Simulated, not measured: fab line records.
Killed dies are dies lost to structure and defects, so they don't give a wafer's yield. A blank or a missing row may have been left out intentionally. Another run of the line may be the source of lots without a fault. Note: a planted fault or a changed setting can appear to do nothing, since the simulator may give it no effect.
8D (eight disciplines) problem report, filled in by code / flow sky130 / the parts of the form that need people (team, actions taken, sign-off) are left out

## 1. WHAT IS WRONG
GATE_OXIDE_OXIDATION_00_THK at SKY_GATE_OXIDE_THK_MEAS_02 reads a mean of 7.09 nm on 6 wafers of 2 lots; wafers without a fault read 10.26 nm with a standard deviation of 0.22. Relative to the usual mean, that is a shift of -14 standard deviations.
First observed at day 16 20:25: wafer L853.1, on film_metro-04. The record holds 33 wafers of 11 lots with a number at this step. Rule for "out", or "out of limits": more than 4 standard deviations from the usual mean. The other wafers with a number count as sound.

## 2. WHAT IT IS AND WHAT IT IS NOT
question=which readings at this step | is=GATE_OXIDE_OXIDATION_00_THK | is not=-
question=which lots | is=L853, L854 | is not=L842, L843, L844, L845, L848, L861, L862, L863, L864
question=which wafers of those lots | is=all that have a number | is not=-
question=read on which gauges | is=film_metro-02, film_metro-04 | is not=film_metro-01
question=when | is=from day 16 20:25 | is not=up to then (15 sound wafers); but 12 sound wafers of L861, L862, L863, L864 came after

## 3. SUSPECTS, AND WHAT RULES EACH OUT
Counting: any tool at a process step up to the reading is kept as a suspect provided that every lot that is out went through it and no sound lot did after the first of them.
- the gauge at SKY_GATE_OXIDE_THK_MEAS_02 has been ruled out. 2 gauges (film_metro-02, film_metro-04) read the wafers that are out.
- furnace-02 at SKY_GATE_OXIDE_OXIDATION_01 (stabilise 600 s, purge 300 s, target thk 10.268 nm): ruled out as a lasting fault. Sound lots L863, L864 ran on it after its first lot that is out, L853 (day 16 19:01).
Left after counting: nothing in the record.

## 4. THE CAUSE (what the simulator had put in)
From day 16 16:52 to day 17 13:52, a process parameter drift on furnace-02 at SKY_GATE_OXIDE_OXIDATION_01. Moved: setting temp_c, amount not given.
It was ruled out by counting, in error; the rule expects a fault to strike all lots run on its tool from its start on, and this fault did not.

## 5. THE EFFECT CHAIN, in route order
One row per reading whose mean, taken over the struck wafers that have a number, lies over 3 standard deviations from the usual. Only readings whose record carries a usual standard deviation are examined. hours: median over the lots of the time between each lot's start at the first step of this table that gives one and its start at this step. sigmas: the change, counted in usual standard deviations.
hours=0; step=SKY_GATE_OXIDE_OXIDATION_01; reading=spike_tc_bottom_C; usual=918 C; on struck wafers=889; change=-29; sigmas=-9.2
hours=0; step=SKY_GATE_OXIDE_OXIDATION_01; reading=spike_tc_centre_C; usual=901.9 C; on struck wafers=870.9; change=-31.0; sigmas=-28
hours=0; step=SKY_GATE_OXIDE_OXIDATION_01; reading=spike_tc_lower_C; usual=899.8 C; on struck wafers=869.4; change=-30.4; sigmas=-20
hours=0; step=SKY_GATE_OXIDE_OXIDATION_01; reading=spike_tc_top_C; usual=912.3 C; on struck wafers=879.2; change=-33.1; sigmas=-13
hours=0; step=SKY_GATE_OXIDE_OXIDATION_01; reading=spike_tc_upper_C; usual=901.2 C; on struck wafers=870.1; change=-31.1; sigmas=-28
hours=0; step=SKY_GATE_OXIDE_OXIDATION_01; reading=tube_center_temp_C; usual=900 C; on struck wafers=868; change=-32; sigmas=-99 or more
hours=0; step=SKY_GATE_OXIDE_OXIDATION_01; reading=tube_center_temp_C_max; usual=902.3; on struck wafers=870.6; change=-31.6; sigmas=-90
hours=0; step=SKY_GATE_OXIDE_OXIDATION_01; reading=zone_power_lower_pct; usual=19.0 %; on struck wafers=17.9; change=-1.1; sigmas=-3.2
hours=0; step=SKY_GATE_OXIDE_OXIDATION_01; reading=zone_power_upper_pct; usual=17.32 %; on struck wafers=16.02; change=-1.30; sigmas=-7.7
hours=1; step=SKY_GATE_OXIDE_THK_MEAS_02; reading=GATE_OXIDE_OXIDATION_00_THK; usual=10.26 nm; on struck wafers=7.09; change=-3.17; sigmas=-14
Its process steps:
- SKY_GATE_OXIDE_OXIDATION_01: stabilise 600 s, purge 300 s, target thk 10.268 nm.

## 6. WHAT WOULD HAVE CAUGHT IT SOONER
In this record the first reading out of limits at a measuring or inspecting step was taken at day 16 20:25, 4 hours after the fault began at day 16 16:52.
Tool's own readings at SKY_GATE_OXIDE_OXIDATION_01, spike_tc_bottom_C, spike_tc_centre_C, spike_tc_lower_C, spike_tc_top_C, spike_tc_upper_C, tube_center_temp_C, tube_center_temp_C_max, zone_power_upper_pct: out on all struck wafers the step has rows for; an alarm limit on them would have tripped on the first.
